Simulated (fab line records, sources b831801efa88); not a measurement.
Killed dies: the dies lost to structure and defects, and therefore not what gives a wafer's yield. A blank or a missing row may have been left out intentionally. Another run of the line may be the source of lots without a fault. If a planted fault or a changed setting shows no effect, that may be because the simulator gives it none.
Struck lot and sound lot, side by side ; flow sky130 ; 20 out of 708 route steps
Sound: the wafers L590.3, L590.4, L590.5. Wafers L604.1, L604.3, L604.4 were the ones struck. At the end, the cause is stated.
For every step that has rows: the tool of each side, followed by ch and its chambers, followed by its first start. Under that, the readings that differ: sound wafers ; struck wafers ; difference of the means ; sigmas: that difference in standard deviations of wafers without a fault.
alike: a reading whose means differ by less than 2 such deviations, as well as words and numbers matching on both sides. not compared: withheld readings; readings where some wafer has no value; bounds like >300 that might hide an equal value; numbers whose values overlap and for which the record gives no deviation.
The two part at a step that has a row with sigmas, a row that says differs or no value, or rows on one side only. Numbers that don't overlap but have no deviation are shown without sigmas and don't part them. A reading missing from all wafers of one side parts the sides only when that side holds two or more wafers.

SKY_SONOS_TUNNEL_TW_MEAS_12:
  sound on film_metro-02 at day 11 18:23; struck on film_metro-01 at day 16 05:11
  alike: SONOS_TUNNEL_TW
then, 2 steps without rows for these wafers: SKY_SONOS_TUNNEL_CLEAN_13 (cleans in dHF, time 20 s); SKY_SONOS_ONO_OXIDATION_00 (stabilise 600 s, purge 300 s, target thk 2.6 nm).
SKY_SONOS_ONO_THK_MEAS_01:
  sound on film_metro-03 at day 11 20:49; struck on film_metro-03 at day 16 07:32
  alike: SONOS_ONO_OXIDATION_THK
then, 1 step without rows for these wafers: SKY_SONOS_ONO_CVD_02 (deposits Si3N4 from DCS/NH3, target thk 10.5 nm, time 180 s).
SKY_SONOS_ONO_THK_MEAS_03:
  sound on film_metro-02 at day 11 21:56; struck on film_metro-03 at day 16 09:32
reading;sound;struck;difference;sigmas
SONOS_ONO_CVD_02_THK (nm);10.80 10.98 10.77;10.41 10.36 10.42;-0.45;-3
then, 1 step without rows for these wafers: SKY_SONOS_ONO_CVD_04 (deposits SiO2 from SiH4/N2O, target thk 5.7199 nm).
SKY_SONOS_ONO_THK_MEAS_05:
  sound on film_metro-03 at day 11 23:14; struck on film_metro-01 at day 16 10:50
  alike: SONOS_ONO_CVD_04_THK
then, 4 steps without rows for these wafers: SKY_SONOS_ONO_DEHYDRATE_06 (time 60 s); SKY_SONOS_ONO_HMDS_07 (prime time 60 s); SKY_SONOS_ONO_COAT_08 (resist thk 1140 nm); SKY_SONOS_ONO_SOFTBAKE_09 (time 60 s).
SKY_SONOS_ONO_EXPOSE_10: exposes mask ONOM, target cd 410 nm.
  sound on iline_stepper-01 ch 0, day 12 10:44; struck on iline_stepper-01 ch 0, day 17 01:20
  alike: mask, exposure_dose_mJ_cm2
then, 2 steps without rows for these wafers: SKY_SONOS_ONO_PEB_11; SKY_SONOS_ONO_DEVELOP_12 (develop time 60 s).
SKY_SONOS_ONO_CD_MEAS_13: the cd target is 410 nm.
  sound on cd_sem-02 at day 12 23:04; struck on cd_sem-02 at day 17 15:34
reading;sound;struck;difference;sigmas
cd_nm (nm);406.7 406.2 407.2;413.5 382.1 378.0;-15.5;-7
SKY_SONOS_ONO_OVL_MEAS_14:
  sound on overlay-02 at day 12 23:10; struck on overlay-02 at day 17 15:41
  alike: SONOS_ONO_OVL
SKY_SONOS_ONO_ETCH_15: etches the open film in CHF3/O2, target depth 19.52 nm, time 7.8 s.
  sound on rie_diel-04 ch 0,2,3, day 12 23:11; struck on rie_diel-04 ch 0,1,2, day 17 15:43
  alike: drypump_motor_current_A, oes_product_au, throttle_valve_pct
  not compared: rf_hours_counter_h, model.SONOS_ONO.cd_nm
then, 1 step without rows for these wafers: SKY_SONOS_ONO_WET_ETCH_16 (etches SiO2 in dHF, target depth 14 nm, time 280 s).
SKY_PAD_OPEN_PROBE_99:
  the record holds rows for the sound wafers here (prober-01, day 45 22:11) but none for the struck ones

## WHERE THEY PART
Last at SKY_PAD_OPEN_PROBE_99 as far as this record goes, first at SKY_SONOS_ONO_THK_MEAS_03.

WHY: what had been put in by the simulator
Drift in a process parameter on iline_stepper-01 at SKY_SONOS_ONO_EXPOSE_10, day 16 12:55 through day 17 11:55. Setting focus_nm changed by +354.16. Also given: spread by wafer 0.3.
